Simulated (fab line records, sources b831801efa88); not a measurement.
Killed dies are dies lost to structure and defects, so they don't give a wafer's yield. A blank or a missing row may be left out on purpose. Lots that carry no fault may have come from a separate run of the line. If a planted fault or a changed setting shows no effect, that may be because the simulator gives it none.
fab line records	flow sky130
[record] lots = 7	wafers = 21	lastDay = 50
route steps=708 shown VIA2@519 METAL3@532
lots with no fault: from the same line, run without faults
startH: hours from the record's opening day to when the first of the lot's shown wafers began	waitH: hours since the lot's step before	" the same as in the row above	L1.1+2: one row covering several wafers at once	- either no value or no given start	* or withheld: withheld	< > ~ a bound
route shown NAME@n: a module of which the file shows steps, and the number in the route of the first	usual: the fault-free wafers' mean and standard deviation	same: alike in all rows	chamber/n: place in a boat	sites: per-site readings	_std_site: their standard deviation	_edge_site: outer sites' mean less inner sites'	radiusMm: for every site, how far away it sits from the centre of the wafer	mask NAME#n: copy n	behind: the most recent tool/chamber to have shaped the wafer	hold: the reason the lot was held/the length of the hold in hours/how it ended	device: which transistor (n, p or np) failed to switch	end of line: the route-end tests of the same wafers	a step with no rows: only its recipe	killed: the dies lost at the first sort to structure and to defects; this is not the yield of the wafer	map: shows each die of a wafer: x if killed, . if not, _ if none is there
set.NAME: the run value of the setting; set.NAME@STEP: its run value at that earlier step	model.NAME: the simulator's own value behind a step, which no gauge read
lots at selected steps of the route; one table per step, one row per wafer
services: from which hour (startH, from the record's first day; less than 0 if before it) a tool's chamber was out of use, for how many hours, and why
[[steps]]
[step SKY_VIA2_CD_MEAS_12]
[recipe] targetCdNm = 200
[usual] cdNm = 200.6/1.3
lot.wafer	tool	chamber	startH	waitH	cdNm
L539.1	cdSem-01	-	879.49	-	201.0
L539.2	"	-	"	"	199.3
L539.3	"	-	"	"	199.6
L541.4	cdSem-02	-	888.42	-	202.8
L541.5	"	-	"	"	202.3
L541.6	"	-	"	"	202.6
L540.2	cdSem-02	-	889.02	-	199.7
L540.3	"	-	"	"	201.2
L540.6	"	-	"	"	199.6
L551.2	cdSem-01	-	968.93	-	203.3
L551.4	"	-	"	"	202.4
L551.5	"	-	"	"	201.6
L556.2	cdSem-01	-	992.13	-	200.3
L556.4	"	-	"	"	201.5
L556.6	"	-	"	"	201.3
L557.1	cdSem-01	-	1001.40	-	201.6
L557.4	"	-	"	"	202.4
L557.6	"	-	"	"	201.2
L558.4	cdSem-01	-	1009.72	-	200.7
L558.5	"	-	"	"	200.8
L558.6	"	-	"	"	200.2
[step SKY_VIA2_OVL_MEAS_13]
[usual] VIA2_OVL = 2/5
lot.wafer	tool	chamber	startH	waitH	VIA2_OVL[nm]
L539.1	overlay-01	-	879.61	0.1	1
L539.2	"	-	"	"	2
L539.3	"	-	"	"	7
L541.4	overlay-02	-	888.50	0.1	3
L541.5	"	-	"	"	-4
L541.6	"	-	"	"	2
L540.2	overlay-01	-	889.13	0.1	5
L540.3	"	-	"	"	-4
L540.6	"	-	"	"	3
L551.2	overlay-02	-	969.04	0.1	-5
L551.4	"	-	"	"	-4
L551.5	"	-	"	"	-15
L556.2	overlay-02	-	992.24	0.1	-2
L556.4	"	-	"	"	0
L556.6	"	-	"	"	3
L557.1	overlay-01	-	1001.52	0.1	2
L557.4	"	-	"	"	2
L557.6	"	-	"	"	5
L558.4	overlay-01	-	1009.80	0.1	-6
L558.5	"	-	"	"	1
L558.6	"	-	"	"	4
[step SKY_VIA2_ETCH_14]
[recipe] chemistry = N2/H2	target = BARC	ionEnergyEv = 200	sourceW = 500	biasW = 100	pressureMtorr = 30	n2FlowSccm = 100	h2FlowSccm = 200	stopOn = SiO2	timeS = 45.9	targetDepthA = 600
[usual] drypumpMotorCurrentA = 5.7/0.42	oesProductAu = 0.855/0.0047	throttleValvePct = 13.224/0.0096
lot.wafer	tool	chamber	startH	waitH	drypumpMotorCurrentA	oesProductAu	rfHoursCounterH	throttleValvePct
L539.1	rieDiel-04	3	879.65	0.0	5.4	0.857	16	13.214
L539.2	"	0	"	"	5.0	0.856	1	13.211
L539.3	"	2	"	"	5.7	0.851	14	13.217
L541.4	rieDiel-02	2	888.52	0.0	6.1	0.853	22	13.234
L541.5	"	3	"	"	5.2	0.853	-	13.229
L541.6	"	2	"	"	6.1	0.858	-	13.239
L540.2	rieDiel-02	2	889.16	0.0	6.0	0.859	22	13.241
L540.3	"	3	"	"	5.2	0.852	8	13.219
L540.6	"	1	"	"	5.4	0.857	-	13.223
L551.2	rieDiel-03	3	969.07	0.0	5.4	0.856	25	13.230
L551.4	"	0	"	"	6.0	0.857	13	13.217
L551.5	"	3	"	"	5.4	0.852	-	13.224
L556.2	rieDiel-03	0	992.27	0.0	6.0	0.857	13	13.237
L556.4	"	3	"	"	5.4	0.858	26	13.236
L556.6	"	2	"	"	6.4	0.850	-	13.229
L557.1	rieDiel-03	2	1001.55	0.0	6.4	0.858	22	13.237
L557.4	"	0	"	"	6.0	0.854	14	13.226
L557.6	"	0	"	"	6.0	0.865	-	13.204
L558.4	rieDiel-04	0	1009.82	0.0	5.0	0.859	4	13.228
L558.5	"	3	"	"	5.4	0.850	-	13.226
L558.6	"	2	"	"	5.7	0.858	-	13.224
[step SKY_VIA2_ETCH_15]
[recipe] target = SiO2	chemistry = C4F8/O2/Ar	targetDepthNm = 546	stopOn = TiN	maskMaterial = KrF-thick	sourceW = 1500	biasW = 1200	pressureMtorr = 40	c4f8FlowSccm = withheld	O2_flow_sccm = 6	Ar_flow_sccm = 300	timeS = 84
[step SKY_VIA2_STRIP_16]
[recipe] chemistry = O2/N2	powerW = 1400	pressureMtorr = 1500	platenTempC = withheld	o2FlowSccm = 3000	n2FlowSccm = 300	overashFraction = 0.5
[usual] drypumpMotorCurrentA = 6.0/0.43	o2FlowSccm = 3000/9	oesProductAu = 0.399/0.0045	stripTimeToEndpointS = 4.06/0.031
lot.wafer	tool	chamber	startH	waitH	drypumpMotorCurrentA	o2FlowSccm	oesProductAu	rfHoursCounterH	stripTimeToEndpointS
L539.1	plasmaAsher-01	0	879.76	0.0	6.1	2999	0.397	13	4.01
L539.2	"	1	"	"	6.7	3015	0.398	13	4.06
L539.3	"	1	"	"	6.7	2998	0.400	-	4.08
L541.4	plasmaAsher-04	1	888.65	0.1	5.3	3004	0.405	-	4.09
L541.5	"	0	"	"	6.0	3000	0.402	-	4.08
L541.6	"	1	"	"	5.3	2999	0.401	-	4.10
L540.2	plasmaAsher-01	0	889.26	0.0	6.1	2977	0.401	14	4.09
L540.3	"	1	"	"	6.6	2988	0.400	-	4.08
L540.6	"	1	"	"	6.7	3000	0.402	-	4.09
L551.2	plasmaAsher-04	1	969.17	0.0	5.3	2997	0.399	107	4.07
L551.4	"	1	"	"	5.3	2999	0.391	-	3.98
L551.5	"	1	"	"	5.3	2999	0.392	-	4.05
L556.2	plasmaAsher-04	1	992.37	0.0	5.3	3005	0.400	109	4.06
L556.4	"	1	"	"	5.3	3003	0.387	-	4.09
L556.6	"	1	"	"	5.3	3004	0.396	-	4.06
L557.1	plasmaAsher-02	1	1001.66	0.0	6.1	3010	0.396	55	4.03
L557.4	"	1	"	"	6.1	3009	0.401	-	4.02
L557.6	"	1	"	"	6.1	3017	0.402	-	4.02
L558.4	plasmaAsher-01	1	1009.96	0.1	6.7	3012	0.395	-	4.05
L558.5	"	1	"	"	6.7	3012	0.394	-	3.99
L558.6	"	0	"	"	6.2	3006	0.391	-	4.06
[step SKY_VIA2_STRIP_17]
[recipe] chemistry = postEtchResidueRemover	timeS = 1200	tempC = 72.5
[step SKY_VIA2_CLEAN_18]
[recipe] chemistry = IPA	timeS = 180	tempC = 25
[step SKY_VIA2_CLEAN_19]
[recipe] chemistry = O3/DIW	dry = n2Spin
[step SKY_VIA2_SPUTTER_20]
[recipe] material = TiN	targetThkNm = 20	chamberPressurePa = 5	powerW = 4000	timeS = 80
[usual] cathodeDcPowerW = 4000.0/0.69	throttleValvePct = 29.9/0.93
lot.wafer	tool	chamber	startH	waitH	cathodeDcPowerW	throttleValvePct
L539.1	pvdSputter-03	-	880.35	0.0	3999.6	30.5
L539.2	"	-	"	"	4000.1	31.0
L539.3	"	-	"	"	4000.4	31.9
L541.4	pvdSputter-02	-	889.62	0.0	3999.5	28.8
L541.5	"	-	"	"	4001.1	29.0
L541.6	"	-	"	"	3999.4	29.6
L540.2	pvdSputter-03	-	890.00	0.0	4000.0	31.8
L540.3	"	-	"	"	3999.8	31.8
L540.6	"	-	"	"	3999.3	30.7
L551.2	pvdSputter-02	-	969.80	0.0	3999.8	30.0
L551.4	"	-	"	"	3999.9	29.0
L551.5	"	-	"	"	3999.3	29.3
L556.2	pvdSputter-01	-	992.96	0.0	4000.0	28.7
L556.4	"	-	"	"	3999.8	29.5
L556.6	"	-	"	"	3999.8	29.9
L557.1	pvdSputter-02	-	1002.29	0.0	3999.8	29.1
L557.4	"	-	"	"	3999.8	29.8
L557.6	"	-	"	"	3999.9	29.1
L558.4	pvdSputter-03	-	1010.52	0.0	4000.6	31.6
L558.5	"	-	"	"	3999.0	31.6
L558.6	"	-	"	"	3999.5	30.5
[step SKY_VIA2_CVD_21]
[recipe] material = W	targetThkNm = 420	timeS = 126.4	tempC = 400	pressureTorr = 40
[usual] heaterPowerW = 894/59
lot.wafer	tool	chamber	startH	waitH	heaterPowerW
L539.1	cvdW-01	1	880.41	0.0	826
L539.2	"	0	"	"	869
L539.3	"	1	"	"	808
L541.4	cvdW-01	1	889.72	0.1	804
L541.5	"	1	"	"	814
L541.6	"	0	"	"	858
L540.2	cvdW-01	1	890.06	0.0	810
L540.3	"	0	"	"	890
L540.6	"	0	"	"	882
L551.2	cvdW-02	1	969.86	0.0	923
L551.4	"	0	"	"	966
L551.5	"	1	"	"	910
L556.2	cvdW-02	0	993.02	0.0	956
L556.4	"	1	"	"	921
L556.6	"	0	"	"	951
L557.1	cvdW-02	1	1002.35	0.0	898
L557.4	"	1	"	"	898
L557.6	"	1	"	"	874
L558.4	cvdW-02	0	1010.62	0.1	950
L558.5	"	0	"	"	938
L558.6	"	1	"	"	921
[step SKY_VIA2_RS_MEAS_22]
[recipe] thkMeasGauge = four-point-probe	reads = W_of_VIA2_CVD_21+TiN_of_VIA2_SPUTTER_20
[usual] VIA2_W_RS = 0.273/0.0031
lot.wafer	tool	chamber	startH	waitH	VIA2_W_RS[ohm/sq]
L539.1	filmMetro-04	-	880.54	0.1	0.276
L539.2	"	-	"	"	0.279
L539.3	"	-	"	"	0.276
L541.4	filmMetro-03	-	889.87	0.1	0.276
L541.5	"	-	"	"	0.275
L541.6	"	-	"	"	0.278
L540.2	filmMetro-02	-	890.21	0.1	0.274
L540.3	"	-	"	"	0.278
L540.6	"	-	"	"	0.274
L551.2	filmMetro-03	-	970.01	0.1	0.271
L551.4	"	-	"	"	0.269
L551.5	"	-	"	"	0.269
L556.2	filmMetro-02	-	993.17	0.1	0.273
L556.4	"	-	"	"	0.271
L556.6	"	-	"	"	0.273
L557.1	filmMetro-02	-	1002.62	0.2	0.272
L557.4	"	-	"	"	0.274
L557.6	"	-	"	"	0.276
L558.4	filmMetro-03	-	1010.77	0.1	0.275
L558.5	"	-	"	"	0.271
L558.6	"	-	"	"	0.269
[step SKY_VIA2_THK_MEAS_23]
[recipe] thkMeasGauge = xrf	reads = W_of_VIA2_CVD_21
[usual] VIA2_W_THK = 421/6.1
lot.wafer	tool	chamber	startH	waitH	VIA2_W_THK[nm]
L539.1	filmMetro-04	-	880.66	0.1	421
L539.2	"	-	"	"	419
L539.3	"	-	"	"	422
L541.4	filmMetro-03	-	889.96	0.1	413
L541.5	"	-	"	"	412
L541.6	"	-	"	"	410
L540.2	filmMetro-02	-	890.32	0.1	418
L540.3	"	-	"	"	413
L540.6	"	-	"	"	420
L551.2	filmMetro-03	-	970.12	0.1	420
L551.4	"	-	"	"	421
L551.5	"	-	"	"	419
L556.2	filmMetro-02	-	993.28	0.1	419
L556.4	"	-	"	"	423
L556.6	"	-	"	"	420
L557.1	filmMetro-02	-	1002.74	0.1	422
L557.4	"	-	"	"	416
L557.6	"	-	"	"	417
L558.4	filmMetro-03	-	1010.86	0.1	408
L558.5	"	-	"	"	413
L558.6	"	-	"	"	415
[step SKY_VIA2_CMP_24]
[recipe] stopOn = SiO2	tOverpolishS = 20	downForcePsi = 3.5	platenRpm = 60	targetThkNm = 0	padVelocityMS = 0.94248
[usual] motorCurrentA = 10.8/1	overpolishRunS = 20.000/0.0098	timeToEndpointS = 101/3.9
lot.wafer	tool	chamber	startH	waitH	motorCurrentA	overpolishRunS	timeToEndpointS
L539.3	cmp-01	2	880.72	0.0	11.0	19.998	100
L539.1	"	3	"	"	10.8	0.031	157
L539.2	"	1	"	"	9.9	20.006	98
L541.4	cmp-01	3	890.30	0.3	10.4	20.004	96
L541.5	"	1	"	"	10.2	0.038	157
L541.6	"	2	"	"	11.0	0.041	156
L540.2	cmp-01	3	890.50	0.2	10.8	19.992	99
L540.3	"	2	"	"	11.0	19.999	96
L540.6	"	0	"	"	11.3	0.034	159
L551.4	cmp-02	3	970.17	0.0	9.4	19.982	102
L551.2	"	2	"	"	11.5	20.011	107
L551.5	"	3	"	"	9.4	19.999	106
L556.2	cmp-01	3	993.50	0.2	10.5	19.990	99
L556.4	"	0	"	"	11.6	20.006	103
L556.6	"	3	"	"	10.9	19.987	104
L557.1	cmp-02	1	1002.80	0.1	9.4	20.000	105
L557.4	"	2	"	"	11.4	20.008	103
L557.6	"	1	"	"	9.9	19.991	103
L558.4	cmp-01	0	1010.99	0.1	10.8	20.008	100
L558.5	"	2	"	"	10.7	19.989	102
L558.6	"	3	"	"	11.1	20.018	103
[step SKY_METAL3_SPUTTER_00]
[recipe] material = Ti	targetThkNm = 15	powerW = 3000	timeS = 10	chamberPressurePa = 0.4
[usual] cathodeDcPowerW = 3000.1/0.52	throttleValvePct = 29.9/0.79
lot.wafer	tool	chamber	startH	waitH	cathodeDcPowerW	throttleValvePct
L539.2	pvdSputter-02	-	881.02	0.1	3000.0	29.0
L539.3	"	-	"	"	3000.8	29.0
L541.4	pvdSputter-02	-	890.50	0.1	3000.8	29.5
L540.2	pvdSputter-02	-	890.80	0.2	2999.0	29.2
L540.3	"	-	"	"	3000.6	29.6
L551.2	pvdSputter-04	-	970.47	0.1	3000.1	29.3
L551.4	"	-	"	"	2999.5	30.8
L551.5	"	-	"	"	3000.6	29.4
L556.2	pvdSputter-04	-	993.75	0.2	3000.7	30.9
L556.4	"	-	"	"	3000.3	30.4
L556.6	"	-	"	"	2999.3	30.6
L557.1	pvdSputter-04	-	1003.10	0.2	3000.8	31.0
L557.4	"	-	"	"	3000.1	31.0
L557.6	"	-	"	"	3000.2	30.9
L558.4	pvdSputter-02	-	1011.19	0.1	3000.3	29.8
L558.5	"	-	"	"	2999.9	29.2
L558.6	"	-	"	"	3000.7	29.7
[[services]]
tool	chamber	startH	hours	kind
pvdSputter-03	-	871.82	5.3	repair
plasmaAsher-02	-	877.02	4.0	repair
pvdSputter-01	-	878.05	16.1	repair
rieDiel-04	1	896.15	8.5	repair
cmp-02	-	899.44	6.2	repair
cvdW-02	-	904.00	14.0	pm
cvdW-02	0	904.00	14.0	ventCycle
cvdW-02	1	904.00	14.0	ventCycle
cmp-02	-	906.38	4.1	repair
cmp-01	-	912.06	4.0	pm
rieDiel-02	0	913.73	2.1	repair
cmp-01	-	916.06	-	consumableReplace:conditioner
cmp-01	-	916.06	-	consumableReplace:pad
cvdW-02	0	918.00	-	clean
cvdW-02	1	918.00	-	clean
rieDiel-04	2	925.67	8.3	repair
cmp-02	-	933.24	1.0	repair
pvdSputter-03	-	940.61	5.2	repair
pvdSputter-03	-	944.92	1.8	repair
rieDiel-02	1	969.44	-	clean
rieDiel-02	1	969.44	-	consumableReplace:showerhead
rieDiel-02	-	994.60	15.6	pm
cvdW-02	0	1000.98	6.5	repair
cvdW-01	-	1009.37	6.9	pm
[[key]]
[firstSign] step = SKY_VIA2_CMP_24	reading = overpolishRunS	direction = down	sigmas = 99+	usual = 20.000	struck = 0.036
[effect] step = SKY_VIA2_CMP_24	reading = timeToEndpointS	direction = up	sigmas = 15	usual = *	struck = *
metAt SKY_VIA2_CMP_24
struckWafers L539.1,L540.6,L541.5,L541.6
laterRowsLeftOut L539.1,L540.6,L541.5,L541.6
sortLeftOut L539.1,L540.6,L541.5,L541.6
[fault] kind = processParameterDrift	tool = cmp-01	chamber = -	onsetH = 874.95	steps = SKY_VIA2_CMP_24	channel = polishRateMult	offset = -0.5	shape = step	endH = 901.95	scope = struckWafersOnly
// sortLeftOut: the simulated sort isn't trusted on such a fault, so these wafers' sort isn't shown, and their yield isn't known
// laterRowsLeftOut: the simulator's readings of these wafers behind a module that went badly wrong aren't trusted and aren't shown, but for the sort
